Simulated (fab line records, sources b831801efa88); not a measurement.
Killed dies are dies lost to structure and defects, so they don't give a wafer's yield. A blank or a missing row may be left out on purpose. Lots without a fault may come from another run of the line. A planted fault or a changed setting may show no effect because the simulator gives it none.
A struck lot beside a sound one | flow sky130 | 14 steps out of a route of 708
Sound: wafers L461.3, L461.4, L461.6. Struck: wafer L477.1. (L477.3, L477.5 of the same lot were not struck and are left out.) The cause comes at the end.
At each step with rows: each side's tool, then ch and its chambers, then its first start. Under that, the readings that differ: sound wafers | struck wafers | difference of the means | sigmas: that difference in standard deviations of wafers without a fault.
alike: readings whose means differ by less than 2 such deviations, and words and numbers that are the same on both sides. not compared: withheld readings, readings that some wafer has no value for, bounds like >300 that may hide the same value, and numbers for which the record gives no deviation and whose values overlap.
The two part at a step that has a row with sigmas, a row that says differs or no value, or rows on one side only. Numbers that don't overlap but have no deviation are shown without sigmas and don't part them. A reading that every wafer of one side lacks parts them only if that side has two wafers or more.

SKY_VIA3_OVL_MEAS_13:
  sound on overlay-02, day 40 12:13; struck on overlay-02, day 44 20:14
  alike: VIA3_OVL
SKY_VIA3_ETCH_14: etches BARC in N2/H2, stops on SiO2, time 45.9 s, target depth 60 nm.
  sound on rie_diel-04 ch 0,1,3, day 40 12:14; struck on rie_diel-04 ch 3, day 44 20:17
  alike: drypump_motor_current_A, oes_product_au, rf_fwd_power_W, throttle_valve_pct
  not compared: rf_hours_counter_h
then, 1 step without rows for these wafers: SKY_VIA3_ETCH_15 (etches SiO2 in C4F8/O2/Ar, stops on TiN, target depth 507 nm, time 78 s).
SKY_VIA3_STRIP_16: strips in O2/N2.
  sound on plasma_asher-03 ch 0,1, day 40 12:22; struck on plasma_asher-03 ch 1, day 44 20:23
  reading                | sound | struck | difference                   | sigmas
  rf_hours_counter_h (h) | - - - | 94     | no value on the sound wafers |
  alike: drypump_motor_current_A, oes_product_au, strip_time_to_endpoint_s
then, 3 steps without rows for these wafers: SKY_VIA3_STRIP_17 (strips in post etch residue remover, time 1200 s); SKY_VIA3_CLEAN_18 (cleans in IPA, time 180 s); SKY_VIA3_CLEAN_19 (cleans in O3/DIW).
SKY_VIA3_SPUTTER_20: material TiN, target thk 20 nm, time 80 s.
  sound on pvd_sputter-02, day 40 12:59; struck on pvd_sputter-03, day 44 20:59
  alike: chamber_pressure_pa, throttle_valve_pct
SKY_VIA3_CVD_21: deposits W, target thk 390 nm, time 117.31 s.
  sound on cvd_w-02 ch 0,1, day 40 13:05; struck on cvd_w-01 ch 1, day 44 21:03
  alike: heater_power_w
SKY_VIA3_RS_MEAS_22: measures by four-point-probe.
  sound on film_metro-02, day 40 13:13; struck on film_metro-02, day 44 21:11
  alike: VIA3_W_RS
SKY_VIA3_THK_MEAS_23: measures by xrf.
  sound on film_metro-02, day 40 13:19; struck on film_metro-02, day 44 21:18
  reading         | sound       | struck | difference | sigmas
  VIA3_W_THK (nm) | 392 396 392 | 405    | +12        | +2
SKY_VIA3_CMP_24: polishes, stops on SiO2, t overpolish 20 s, target thk 0 nm.
  sound on cmp-01 ch 0,3, day 40 13:22; struck on cmp-01 ch 3, day 44 21:28
  alike: head_pressure_psi, motor_current_A, overpolish_run_s, time_to_endpoint_s
SKY_METAL4_SPUTTER_00: material Ti, target thk 15 nm, time 10 s.
  sound on pvd_sputter-01, day 40 13:40; struck on pvd_sputter-03, day 44 21:46
  reading                                   | sound            | struck | difference | sigmas
  model.Ti_of_METAL4_SPUTTER_00.thk_nm (nm) | 14.64 15.03 14.8 | 14.38  | -0.44      |
  alike: chamber_pressure_pa, throttle_valve_pct
then, 1 step without rows for these wafers: SKY_METAL4_SPUTTER_01 (material TiN, target thk 20 nm, time 16.7 s).

WHERE THEY PART
First at SKY_VIA3_STRIP_16; last, within this record, at SKY_VIA3_THK_MEAS_23. Later steps at which nothing parts them and some readings are alike: SKY_VIA3_CMP_24, SKY_METAL4_SPUTTER_00.

WHY: what the simulator had put in
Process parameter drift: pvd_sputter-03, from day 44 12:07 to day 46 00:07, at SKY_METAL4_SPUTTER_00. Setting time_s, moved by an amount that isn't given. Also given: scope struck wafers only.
